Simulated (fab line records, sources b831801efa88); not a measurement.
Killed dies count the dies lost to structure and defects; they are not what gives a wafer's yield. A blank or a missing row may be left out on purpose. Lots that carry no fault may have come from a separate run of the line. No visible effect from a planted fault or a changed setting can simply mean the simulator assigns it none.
Matching of chambers ; flow sfq line ; 4 sister chambers for SFQ_TRILAYER_I1_CMP_CMP_046 on cmp-02
The step polishes SiO2. 8 wafers are shown with their chamber, then 9 later ones without.

## WAFERS, EACH WITH ITS CHAMBER
wafer;chamber;motor current A (A);time to endpoint s (s)
L481.2;2;10.6;220
L481.5;2;10.5;226
L485.2;1;9.4;208
L485.1;0;9.4;205
L485.3;3;8.6;214
L491.1;1;9.6;205
L491.3;0;9.9;204
L491.4;3;8.7;212

## WAFERS MISSING THEIR CHAMBER
wafer;motor current A (A);time to endpoint s (s)
L497.2;8.8;199
L497.3;10.8;206
L497.1;9.1;203
L498.2;8.3;202
L498.3;10.7;217
L498.6;9.8;213
L501.3;9.9;206
L501.5;9.8;213
L501.6;9.3;219

## EACH ONE'S CHAMBER
wafer;from the rows above;in truth
L497.2;can't be placed: 1 or 0 or 3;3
L497.3;can't be placed: 0 or 1 or 2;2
L497.1;can't be placed: 1 or 0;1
L498.2;can't be placed: 3 or 1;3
L498.3;2;2
L498.6;can't be placed: 1 or 0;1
L501.3;can't be placed: 0 or 1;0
L501.5;can't be placed: 1 or 0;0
L501.6;can't be placed: 3 or 1 or 0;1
Correctly placed: 1 of 9. Can't be placed from these rows: 8 (the true chamber is among the candidates in 8). Wrongly placed: 0.
How it was worked out, from the rows above alone: a wafer's distance from a chamber is the root of the sum, over the readings, of the square of ((its reading less the chamber's mean) divided by the reading's scatter). If the next closest chamber is less than 2 further off than the closest, the wafer can't be placed; otherwise it belongs to the closest. The mean given for a chamber averages the wafers shown for that chamber. The scatter: the root of (the sum of the squares of (reading less its chamber's mean) over the shown wafers, divided by (wafers less chambers)).
